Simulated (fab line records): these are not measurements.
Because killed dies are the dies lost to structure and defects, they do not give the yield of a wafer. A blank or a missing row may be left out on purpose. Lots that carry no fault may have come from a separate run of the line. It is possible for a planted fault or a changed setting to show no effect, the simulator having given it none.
Which tool was responsible? -- flow gf180mcu -- Sampling: 13 lots, 39 wafers, 5 of 602 route steps

WHAT THE GAUGES READ, wafer by wafer
GF_V4_THK_MEAS_01.
lot,measured,on,V4_CVD_00_THK (nm)
L417,day 23 15:37,filmMetro-03,591 597 586
L418,day 23 21:07,filmMetro-02,613 596 601
L420,day 24 10:41,filmMetro-03,599 602 607
L421,day 24 22:02,filmMetro-04,608 597 601
L423,day 25 10:28,filmMetro-04,600 610 607
L424,day 26 00:14,filmMetro-04,609 606 594
L426,day 26 13:07,filmMetro-03,598 609 604
L428,day 27 09:10,filmMetro-02,604 606 606
L429,day 27 16:28,filmMetro-04,596 593 601
L431,day 28 06:11,filmMetro-02,599 589 598
L433,day 28 17:16,filmMetro-03,616 590 602
L438,day 30 05:17,filmMetro-04,598 601 604
L440,day 30 22:43,filmMetro-02,594 605 604

GF_MIM_THK_MEAS_06.
lot,measured,on,MIM_CVD_05_THK (nm)
L417,day 24 16:10,filmMetro-04,41.3 41.4 42.5
L418,day 24 22:29,filmMetro-01,42.8 41.9 42.3
L420,day 25 10:29,filmMetro-02,41.5 41.7 42.3
L421,day 25 21:56,filmMetro-01,42.1 41.6 42.5
L423,day 26 10:19,filmMetro-01,41.2 41.4 41.8
L424,day 26 23:37,filmMetro-04,42.0 42.3 42.1
L426,day 27 12:29,filmMetro-04,41.6 41.9 42.3
L428,day 28 07:22,filmMetro-01,42.2 42.6 42.6
L429,day 28 14:23,filmMetro-01,41.6 41.4 40.9
L431,day 29 03:35,filmMetro-04,42.1 42.2 43.0
L433,day 29 14:43,filmMetro-02,41.2 41.3 42.4
L438,day 31 01:43,filmMetro-04,41.6 42.2 63.2
L440,day 31 18:33,filmMetro-01,41.1 40.9 42.5

GF_M5_OVL_MEAS_08.
lot,measured,on,M5_OVL (nm)
L417,day 26 11:02,overlay-02,-4 -4 2
L418,day 26 17:49,overlay-01,-7 -4 -5
L420,day 27 05:44,overlay-02,-6 -9 -15
L421,day 27 16:40,overlay-01,1 -3 2
L423,day 28 03:34,overlay-01,2 -7 5
L424,day 28 15:53,overlay-01,2 4 1
L426,day 29 04:19,overlay-01,-2 -1 2
L428,day 29 21:05,overlay-02,-10 -5 -4
L429,day 30 04:07,overlay-02,-4 -11 -7
L431,day 30 18:13,overlay-02,-9 -13 -6
L433,day 31 03:44,overlay-01,-4 -5 -14
L438,day 32 12:41,overlay-02,-7 9 3
L440,day 33 02:56,overlay-02,-7 -7 -3

EACH LOT AND THE TOOL THAT RAN IT (in order: tool; ch and the chambers of the sampled wafers; start)
lot,GF_V4_ETCH_17,GF_MIM_CVD_05
L417,"rieDiel-04 ch 0,1,2, day 24 16:08 or earlier","pecvd-04 ch 0,2, day 24 16:08"
L418,"rieDiel-03 ch 0,1,2, day 24 22:27 or earlier","pecvd-02 ch 0,1,2, day 24 22:27"
L420,"rieDiel-01 ch 1,2, day 25 10:26 or earlier","pecvd-04 ch 1,2, day 25 10:26"
L421,"rieDiel-04 ch 1,3, day 25 21:54 or earlier","pecvd-04 ch 1,2, day 25 21:54"
L423,"rieDiel-03 ch 0,1,2, day 26 10:16 or earlier","pecvd-03 ch 0,2, day 26 10:16"
L424,"rieDiel-04 ch 1,2,3, day 26 23:34 or earlier","pecvd-02 ch 0,1,2, day 26 23:34"
L426,"rieDiel-03 ch 0,1,2, day 27 12:26 or earlier","pecvd-04 ch 0,1,2, day 27 12:26"
L428,"rieDiel-01 ch 0,2,3, day 28 07:20 or earlier","pecvd-02 ch 0,1,2, day 28 07:20"
L429,"rieDiel-03 ch 1,2,3, day 28 14:21 or earlier","pecvd-04 ch 0,1,2, day 28 14:21"
L431,"rieDiel-04 ch 0,2, day 29 03:32 or earlier","pecvd-02 ch 1,2, day 29 03:32"
L433,"rieDiel-01 ch 0,1,3, day 29 14:41 or earlier","pecvd-03 ch 0,1, day 29 14:41"
L438,"rieDiel-04 ch 0,1,3, day 31 01:39 or earlier","pecvd-02 ch 0,1,2, day 31 01:39"
L440,"rieDiel-03 ch 0,1,3, day 31 18:31 or earlier","pecvd-03 ch 0,1, day 31 18:31"
- GF_V4_ETCH_17: etches SiO2 in C4F8/O2/Ar, stops on TiN, target depth 630 nm.
- GF_MIM_CVD_05: deposits Si3N4, target thk 42 nm, time 29.086 s.

WHAT THE TOOLS THEMSELVES READ (means of the sampled wafers that have a number; where no wafer has one, the mark that the record gives instead)
GF_V4_ETCH_17.
lot,tool,oesProductAu (a.u.)
L417,rieDiel-04,0.856
L418,rieDiel-03,0.854
L420,rieDiel-01,0.856
L421,rieDiel-04,0.860
L423,rieDiel-03,0.860
L424,rieDiel-04,0.855
L426,rieDiel-03,0.858
L428,rieDiel-01,0.858
L429,rieDiel-03,0.857
L431,rieDiel-04,0.852
L433,rieDiel-01,0.861
L438,rieDiel-04,0.855
L440,rieDiel-03,0.860

GF_MIM_CVD_05.
lot,tool,heaterPowerW (W)
L417,pecvd-04,562
L418,pecvd-02,652
L420,pecvd-04,627
L421,pecvd-04,524
L423,pecvd-03,624
L424,pecvd-02,648
L426,pecvd-04,578
L428,pecvd-02,637
L429,pecvd-04,556
L431,pecvd-02,625
L433,pecvd-03,609
L438,pecvd-02,645
L440,pecvd-03,635

THE ANSWER, worked out from the rows above alone
Rule: what is usual is taken from the lots themselves. Put in order of their means at a reading, lots are off if they are a third of the lots or fewer, leave a main group of 4 or more, and stand apart from it by a gap of 3 or more times the standard deviation of the main group's means; of several such gaps the widest counts. The tables above print the reading to a certain number of digits; a main group whose means all agree to those digits is not used. A lot without any number at a reading at which 4 lots or more have one is off too. Any other lot the step has rows for is counted as sound. Order of review: gauges by route order, followed by the tools' own readings, for which a lot's mean as printed above is used. The first step at which some lot is off is used, and at that step the reading that is off furthest; a lot without a number counts as furthest.
Off: L438, at GF_MIM_THK_MEAS_06 (MIM_CVD_05_THK). The main group: mean 41.9 nm, standard deviation 0.38.
A tool fits if, at a process step before that reading, it ran every lot that is off, and no sound lot after the first of them. The gauges at GF_MIM_THK_MEAS_06 are tried like those tools. With no start given for some of its lots, GF_V4_ETCH_17 uses the hours and lot order of GF_MIM_CVD_05. Can't be told from this: 3 tools fit, rieDiel-04 at GF_V4_ETCH_17, pecvd-02 at GF_MIM_CVD_05, filmMetro-04 at GF_MIM_THK_MEAS_06.

WHAT THE SIMULATOR PUT IN
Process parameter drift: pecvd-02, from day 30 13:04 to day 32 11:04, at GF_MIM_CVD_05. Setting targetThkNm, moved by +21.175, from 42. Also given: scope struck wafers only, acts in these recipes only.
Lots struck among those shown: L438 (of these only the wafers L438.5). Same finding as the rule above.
